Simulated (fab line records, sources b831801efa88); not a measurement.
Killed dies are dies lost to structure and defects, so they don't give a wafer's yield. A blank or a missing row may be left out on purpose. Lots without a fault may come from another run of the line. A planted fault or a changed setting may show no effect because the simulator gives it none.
A struck lot beside a sound one | flow gf180mcu | 44 steps out of a route of 602
Sound: wafers L739.2, L739.3, L739.6. Struck: wafer L756.4. (L756.6 of the same lot was not struck and is left out.) The cause comes at the end.
At each step with rows: each side's tool, then ch and its chambers, then its first start. Under that, the readings that differ: sound wafers | struck wafers | difference of the means | sigmas: that difference in standard deviations of wafers without a fault.
alike: readings whose means differ by less than 2 such deviations, and words and numbers that are the same on both sides. not compared: withheld readings, readings that some wafer has no value for, bounds like >300 that may hide the same value, and numbers for which the record gives no deviation and whose values overlap.
The two part at a step that has a row with sigmas, a row that says differs or no value, or rows on one side only. Numbers that don't overlap but have no deviation are shown without sigmas and don't part them. A reading that every wafer of one side lacks parts them only if that side has two wafers or more.

first, 1 step without rows for these wafers: GF_NWELL_IMPLANT_09.
GF_NWELL_STRIP_10: strips in O2/N2.
  sound on plasma_asher-02 ch 0,1, day 3 17:56; struck on plasma_asher-03 ch 1, day 7 06:46
  alike: drypump_motor_current_A, heater_power_w, oes_product_au, strip_time_to_endpoint_s
  not compared: rf_hours_counter_h
GF_NWELL_TW_MEAS_11:
  sound on film_metro-04, day 3 18:03; struck on film_metro-02, day 7 06:51
  reading  | sound          | struck | difference | sigmas
  NWELL_TW | 1573 1584 1578 | 1546   | -32        | -2
then, 7 steps without rows for these wafers: GF_LVPWELL_DEHYDRATE_00 (time 60 s); GF_LVPWELL_HMDS_01 (prime time 60 s); GF_LVPWELL_COAT_02 (resist thk 3000 nm); GF_LVPWELL_SOFTBAKE_03; GF_LVPWELL_EXPOSE_04 (exposes mask LVPWELL, target cd 600 nm); GF_LVPWELL_PEB_05; GF_LVPWELL_DEVELOP_06 (develop time 60 s).
GF_LVPWELL_OVL_MEAS_07:
  sound on overlay-01, day 4 07:03; struck on overlay-02, day 7 22:28
  alike: LVPWELL_OVL
then, 1 step without rows for these wafers: GF_LVPWELL_IMPLANT_08.
GF_LVPWELL_IMPLANT_09:
  sound on implanter-01 ch 0, day 4 07:15; struck on implanter-01 ch 0, day 7 22:43
  reading            | sound            | struck | difference | sigmas
  beam_on_s (s)      | 9.78 10.32 10.00 | 12.39  | +2.36      | +11
  faraday_current_uA | 28.7 27.4 28.3   | 22.6   | -5.5       | -9
GF_LVPWELL_STRIP_10: strips in O2/N2.
  sound on plasma_asher-04 ch 0,1, day 4 07:23; struck on plasma_asher-04 ch 0, day 7 22:49
  alike: drypump_motor_current_A, heater_power_w, oes_product_au, strip_time_to_endpoint_s
  not compared: rf_hours_counter_h
GF_LVPWELL_TW_MEAS_11:
  sound on film_metro-04, day 4 07:29; struck on film_metro-04, day 7 22:55
  alike: LVPWELL_TW
then, 7 steps without rows for these wafers: GF_MVSD_DEHYDRATE_00 (time 60 s); GF_MVSD_HMDS_01 (prime time 60 s); GF_MVSD_COAT_02 (resist thk 3000 nm); GF_MVSD_SOFTBAKE_03; GF_MVSD_EXPOSE_04 (exposes mask MVSD, target cd 1000 nm); GF_MVSD_PEB_05; GF_MVSD_DEVELOP_06 (develop time 60 s).
GF_MVSD_OVL_MEAS_07:
  sound on overlay-01, day 4 20:39; struck on overlay-01, day 8 14:52
  alike: MVSD_OVL
then, 2 steps without rows for these wafers: GF_MVSD_IMPLANT_08; GF_MVSD_IMPLANT_09.
GF_MVSD_STRIP_10: strips in O2/N2.
  sound on plasma_asher-02 ch 0,1, day 4 20:59; struck on plasma_asher-02 ch 0, day 8 15:13
  reading                      | sound             | struck | difference | sigmas
  strip_time_to_endpoint_s (s) | 36.97 36.99 36.93 | 36.62  | -0.34      | -3
  alike: drypump_motor_current_A, heater_power_w, oes_product_au
  not compared: rf_hours_counter_h
GF_MVSD_TW_MEAS_11:
  sound on film_metro-02, day 4 21:05; struck on film_metro-04, day 8 15:19
  alike: MVSD_TW
then, 7 steps without rows for these wafers: GF_MVPSD_DEHYDRATE_00 (time 60 s); GF_MVPSD_HMDS_01 (prime time 60 s); GF_MVPSD_COAT_02 (resist thk 3000 nm); GF_MVPSD_SOFTBAKE_03; GF_MVPSD_EXPOSE_04 (exposes mask MVPSD, target cd 1000 nm); GF_MVPSD_PEB_05; GF_MVPSD_DEVELOP_06 (develop time 60 s).
GF_MVPSD_OVL_MEAS_07:
  sound on overlay-02, day 5 11:28; struck on overlay-02, day 9 07:43
  alike: MVPSD_OVL
then, 2 steps without rows for these wafers: GF_MVPSD_IMPLANT_08; GF_MVPSD_IMPLANT_09.
GF_MVPSD_STRIP_10: strips in O2/N2.
  sound on plasma_asher-02 ch 0, day 5 11:47; struck on plasma_asher-03 ch 0, day 9 08:04
  reading                      | sound             | struck | difference | sigmas
  strip_time_to_endpoint_s (s) | 37.06 37.02 37.13 | 36.82  | -0.25      | -2
  alike: drypump_motor_current_A, heater_power_w, oes_product_au
  not compared: rf_hours_counter_h
GF_MVPSD_TW_MEAS_11:
  sound on film_metro-02, day 5 11:54; struck on film_metro-03, day 9 08:10
  reading  | sound       | struck | difference | sigmas
  MVPSD_TW | 541 543 542 | 554    | +12        | +2
then, 3 steps without rows for these wafers: GF_VT_IMPLANT_DEHYDRATE_00 (time 60 s); GF_VT_IMPLANT_HMDS_01 (prime time 60 s); GF_VT_IMPLANT_COAT_02 (resist thk 1000 nm).
-- the record jumps here: 3 days lie between the struck wafers' starts before and after --
GF_VT_IMPLANT_RS_MEAS_48: measures by four-point-probe.
  sound on film_metro-03, day 8 01:14; struck on film_metro-03, day 12 10:17
  reading             | sound          | struck | difference | sigmas
  LVPWELL_RS (ohm/sq) | 1199 1193 1195 | 1154   | -42        | -12
GF_PASSIVATION_PROBE_99:
  the record has rows for the sound wafers here (prober-01, day 29 13:29) and none for the struck ones

WHERE THEY PART
First at GF_NWELL_TW_MEAS_11; last, within this record, at GF_PASSIVATION_PROBE_99.

WHY: what the simulator had put in
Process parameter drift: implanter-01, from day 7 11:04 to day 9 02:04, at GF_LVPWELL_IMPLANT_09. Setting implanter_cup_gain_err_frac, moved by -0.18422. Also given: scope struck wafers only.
